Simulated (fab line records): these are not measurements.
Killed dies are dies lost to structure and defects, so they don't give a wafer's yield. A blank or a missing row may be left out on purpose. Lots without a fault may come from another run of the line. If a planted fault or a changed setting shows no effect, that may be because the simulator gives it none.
Which tool is to blame? || flow gf180mcu || 11 lots with 33 wafers sampled at 6 steps, on a route of 602 steps

== WHAT THE GAUGES READ, wafer by wafer ==
GF_V4_THK_MEAS_01.
{"lot": "L332", "measured": "day 23 08:50", "on": "film metro-02", "V4_CVD_00_THK (nm)": "616 610 617"}
{"lot": "L333", "measured": "day 23 13:58", "on": "film metro-02", "V4_CVD_00_THK (nm)": "602 595 605"}
{"lot": "L337", "measured": "day 25 01:32", "on": "film metro-02", "V4_CVD_00_THK (nm)": "609 599 605"}
{"lot": "L340", "measured": "day 26 06:50", "on": "film metro-04", "V4_CVD_00_THK (nm)": "596 601 601"}
{"lot": "L341", "measured": "day 26 14:02", "on": "film metro-01", "V4_CVD_00_THK (nm)": "607 604 595"}
{"lot": "L343", "measured": "day 27 09:34", "on": "film metro-04", "V4_CVD_00_THK (nm)": "602 605 610"}
{"lot": "L346", "measured": "day 28 04:53", "on": "film metro-01", "V4_CVD_00_THK (nm)": "597 604 607"}
{"lot": "L352", "measured": "day 29 16:38", "on": "film metro-04", "V4_CVD_00_THK (nm)": "600 589 596"}
{"lot": "L353", "measured": "day 29 23:06", "on": "film metro-04", "V4_CVD_00_THK (nm)": "601 604 608"}
{"lot": "L354", "measured": "day 30 05:43", "on": "film metro-02", "V4_CVD_00_THK (nm)": "592 601 598"}
{"lot": "L355", "measured": "day 30 10:17", "on": "film metro-02", "V4_CVD_00_THK (nm)": "605 599 591"}

GF_V5_RS_MEAS_24: the measuring method here is four-point-probe.
{"lot": "L332", "measured": "day 27 04:55", "on": "film metro-04", "V5_W_RS (ohm/sq)": "0.3274 0.3259 0.3238"}
{"lot": "L333", "measured": "day 27 10:23", "on": "film metro-03", "V5_W_RS (ohm/sq)": "0.3254 0.3250 0.3274"}
{"lot": "L337", "measured": "day 28 17:40", "on": "film metro-03", "V5_W_RS (ohm/sq)": "0.3283 0.3256 0.3277"}
{"lot": "L340", "measured": "day 29 21:14", "on": "film metro-03", "V5_W_RS (ohm/sq)": "0.3331 0.3320 0.3318"}
{"lot": "L341", "measured": "day 30 01:45", "on": "film metro-03", "V5_W_RS (ohm/sq)": "0.3305 0.3353 0.3302"}
{"lot": "L343", "measured": "day 30 19:17", "on": "film metro-04", "V5_W_RS (ohm/sq)": "0.3314 0.4496 0.4467"}
{"lot": "L346", "measured": "day 32 01:39", "on": "film metro-03", "V5_W_RS (ohm/sq)": "0.3263 0.3262 0.3241"}
{"lot": "L352", "measured": "day 32 18:13", "on": "film metro-01", "V5_W_RS (ohm/sq)": "0.3299 0.3280 0.3293"}
{"lot": "L353", "measured": "day 33 00:32", "on": "film metro-04", "V5_W_RS (ohm/sq)": "0.3293 0.3264 0.3254"}
{"lot": "L354", "measured": "day 33 07:28", "on": "film metro-03", "V5_W_RS (ohm/sq)": "0.3321 0.3292 0.3261"}
{"lot": "L355", "measured": "day 33 10:49", "on": "film metro-04", "V5_W_RS (ohm/sq)": "0.3318 0.3320 0.3309"}

GF_V5_THK_MEAS_25: measures by xrf.
{"lot": "L332", "measured": "day 27 05:02", "on": "film metro-04", "V5_W_THK (nm)": "357 357 360"}
{"lot": "L333", "measured": "day 27 10:30", "on": "film metro-03", "V5_W_THK (nm)": "361 361 360"}
{"lot": "L337", "measured": "day 28 17:47", "on": "film metro-03", "V5_W_THK (nm)": "355 358 357"}
{"lot": "L340", "measured": "day 29 21:20", "on": "film metro-03", "V5_W_THK (nm)": "351 353 351"}
{"lot": "L341", "measured": "day 30 01:52", "on": "film metro-03", "V5_W_THK (nm)": "353 347 352"}
{"lot": "L343", "measured": "day 30 19:24", "on": "film metro-04", "V5_W_THK (nm)": "354 261 263"}
{"lot": "L346", "measured": "day 32 01:46", "on": "film metro-03", "V5_W_THK (nm)": "361 360 363"}
{"lot": "L352", "measured": "day 32 18:20", "on": "film metro-01", "V5_W_THK (nm)": "351 351 351"}
{"lot": "L353", "measured": "day 33 00:39", "on": "film metro-04", "V5_W_THK (nm)": "354 355 357"}
{"lot": "L354", "measured": "day 33 07:34", "on": "film metro-03", "V5_W_THK (nm)": "359 361 362"}
{"lot": "L355", "measured": "day 33 10:56", "on": "film metro-04", "V5_W_THK (nm)": "350 351 353"}

== WHAT TOOL EACH LOT RAN ON (gives the tool, then ch and the chambers of the sampled wafers, and finally the start) ==
{"lot": "L332", "GF_M4_SPUTTER_00": "pvd sputter-01, day 22 09:09", "GF_M4_SPUTTER_02": "pvd sputter-01, day 22 09:17", "GF_V5_CVD_23": "cvd w-02 ch 0,1, day 27 04:47"}
{"lot": "L333", "GF_M4_SPUTTER_00": "pvd sputter-01, day 22 14:07", "GF_M4_SPUTTER_02": "pvd sputter-01, day 22 14:14", "GF_V5_CVD_23": "cvd w-02 ch 0,1, day 27 10:16"}
{"lot": "L337", "GF_M4_SPUTTER_00": "pvd sputter-01, day 24 02:24", "GF_M4_SPUTTER_02": "pvd sputter-01, day 24 02:32", "GF_V5_CVD_23": "cvd w-02 ch 0,1, day 28 17:32"}
{"lot": "L340", "GF_M4_SPUTTER_00": "pvd sputter-02, day 25 07:57", "GF_M4_SPUTTER_02": "pvd sputter-02, day 25 08:05", "GF_V5_CVD_23": "cvd w-01 ch 0,1, day 29 21:06"}
{"lot": "L341", "GF_M4_SPUTTER_00": "pvd sputter-03, day 25 15:43", "GF_M4_SPUTTER_02": "pvd sputter-03, day 25 15:51", "GF_V5_CVD_23": "cvd w-01 ch 0,1, day 30 01:37"}
{"lot": "L343", "GF_M4_SPUTTER_00": "pvd sputter-02, day 26 11:27", "GF_M4_SPUTTER_02": "pvd sputter-02, day 26 11:35", "GF_V5_CVD_23": "cvd w-01 ch 0,1, day 30 19:10"}
{"lot": "L346", "GF_M4_SPUTTER_00": "pvd sputter-01, day 27 07:16", "GF_M4_SPUTTER_02": "pvd sputter-01, day 27 07:23", "GF_V5_CVD_23": "cvd w-02 ch 0,1, day 32 01:32"}
{"lot": "L352", "GF_M4_SPUTTER_00": "pvd sputter-02, day 28 20:56", "GF_M4_SPUTTER_02": "pvd sputter-02, day 28 21:04", "GF_V5_CVD_23": "cvd w-02 ch 0,1, day 32 18:07"}
{"lot": "L353", "GF_M4_SPUTTER_00": "pvd sputter-02, day 29 03:07", "GF_M4_SPUTTER_02": "pvd sputter-02, day 29 03:15", "GF_V5_CVD_23": "cvd w-01 ch 0,1, day 33 00:25"}
{"lot": "L354", "GF_M4_SPUTTER_00": "pvd sputter-02, day 29 09:41", "GF_M4_SPUTTER_02": "pvd sputter-02, day 29 09:49", "GF_V5_CVD_23": "cvd w-02 ch 0,1, day 33 07:21"}
{"lot": "L355", "GF_M4_SPUTTER_00": "pvd sputter-02, day 29 14:35", "GF_M4_SPUTTER_02": "pvd sputter-02, day 29 14:43", "GF_V5_CVD_23": "cvd w-01 ch 0,1, day 33 10:41"}
- GF_M4_SPUTTER_00: material Ti, target thk 37.5 nm, time 150 s.
- GF_M4_SPUTTER_02: material AlCu, target thk 450 nm, time 23.9 s.
- GF_V5_CVD_23: deposits W, target thk 350 nm, time 104.9 s.

== AS READ BY THE TOOLS THEMSELVES (means over the sampled wafers that have a number; for cases with no such wafer, the mark the record gives instead) ==
GF_M4_SPUTTER_00.
{"lot": "L332", "tool": "pvd sputter-01", "substrate temp c (C)": 199.94, "throttle valve pct (%)": 29.8}
{"lot": "L333", "tool": "pvd sputter-01", "substrate temp c (C)": 199.85, "throttle valve pct (%)": 29.8}
{"lot": "L337", "tool": "pvd sputter-01", "substrate temp c (C)": 200.05, "throttle valve pct (%)": 29.3}
{"lot": "L340", "tool": "pvd sputter-02", "substrate temp c (C)": 199.94, "throttle valve pct (%)": 30.6}
{"lot": "L341", "tool": "pvd sputter-03", "substrate temp c (C)": 200.13, "throttle valve pct (%)": 30.5}
{"lot": "L343", "tool": "pvd sputter-02", "substrate temp c (C)": 200.10, "throttle valve pct (%)": 29.6}
{"lot": "L346", "tool": "pvd sputter-01", "substrate temp c (C)": 199.93, "throttle valve pct (%)": 29.4}
{"lot": "L352", "tool": "pvd sputter-02", "substrate temp c (C)": 199.95, "throttle valve pct (%)": 30.9}
{"lot": "L353", "tool": "pvd sputter-02", "substrate temp c (C)": 199.99, "throttle valve pct (%)": 30.0}
{"lot": "L354", "tool": "pvd sputter-02", "substrate temp c (C)": 199.93, "throttle valve pct (%)": 30.3}
{"lot": "L355", "tool": "pvd sputter-02", "substrate temp c (C)": 199.93, "throttle valve pct (%)": 30.0}

GF_M4_SPUTTER_02.
{"lot": "L332", "tool": "pvd sputter-01", "throttle valve pct (%)": 29.9}
{"lot": "L333", "tool": "pvd sputter-01", "throttle valve pct (%)": 29.8}
{"lot": "L337", "tool": "pvd sputter-01", "throttle valve pct (%)": 29.3}
{"lot": "L340", "tool": "pvd sputter-02", "throttle valve pct (%)": 30.6}
{"lot": "L341", "tool": "pvd sputter-03", "throttle valve pct (%)": 30.5}
{"lot": "L343", "tool": "pvd sputter-02", "throttle valve pct (%)": 29.6}
{"lot": "L346", "tool": "pvd sputter-01", "throttle valve pct (%)": 29.3}
{"lot": "L352", "tool": "pvd sputter-02", "throttle valve pct (%)": 30.7}
{"lot": "L353", "tool": "pvd sputter-02", "throttle valve pct (%)": 29.8}
{"lot": "L354", "tool": "pvd sputter-02", "throttle valve pct (%)": 30.4}
{"lot": "L355", "tool": "pvd sputter-02", "throttle valve pct (%)": 29.9}

GF_V5_CVD_23.
{"lot": "L332", "tool": "cvd w-02", "heater power w (W)": 695}
{"lot": "L333", "tool": "cvd w-02", "heater power w (W)": 697}
{"lot": "L337", "tool": "cvd w-02", "heater power w (W)": 693}
{"lot": "L340", "tool": "cvd w-01", "heater power w (W)": 1002}
{"lot": "L341", "tool": "cvd w-01", "heater power w (W)": 988}
{"lot": "L343", "tool": "cvd w-01", "heater power w (W)": 996}
{"lot": "L346", "tool": "cvd w-02", "heater power w (W)": 686}
{"lot": "L352", "tool": "cvd w-02", "heater power w (W)": 693}
{"lot": "L353", "tool": "cvd w-01", "heater power w (W)": 938}
{"lot": "L354", "tool": "cvd w-02", "heater power w (W)": 698}
{"lot": "L355", "tool": "cvd w-01", "heater power w (W)": 1002}

== THE ANSWER, worked out from the rows above alone ==
Rule: the usual values come from the lots themselves. Put in order of their means at a reading, lots are off if they are a third of the lots or fewer, leave a main group of 4 or more, and stand apart from it by a gap of 3 or more times the standard deviation of the main group's means; of several such gaps the widest counts. A main group is skipped when, at the precision printed for the reading in the tables above, its means are all equal. A lot without any number at a reading at which 4 lots or more have one is off too. The other lots that the step has rows for count as sound. Order of review: gauges by route order, followed by the tools' own readings, for which a lot's mean as printed above is used. The first step at which some lot is off is used, and at that step the reading that is off furthest; a lot without a number counts as furthest.
Off: at GF_V5_RS_MEAS_24 (V5_W_RS), L343. For the main group the mean is 0.3285 ohm/sq and the standard deviation 0.0025.
If a tool, at a process step before that reading, ran all the lots that are off and no sound lot after the first of them, it fits. The gauges at GF_V5_RS_MEAS_24 are tried like those tools. Not one of the candidates tried fits.

== WHAT THE SIMULATOR HAD PUT IN ==
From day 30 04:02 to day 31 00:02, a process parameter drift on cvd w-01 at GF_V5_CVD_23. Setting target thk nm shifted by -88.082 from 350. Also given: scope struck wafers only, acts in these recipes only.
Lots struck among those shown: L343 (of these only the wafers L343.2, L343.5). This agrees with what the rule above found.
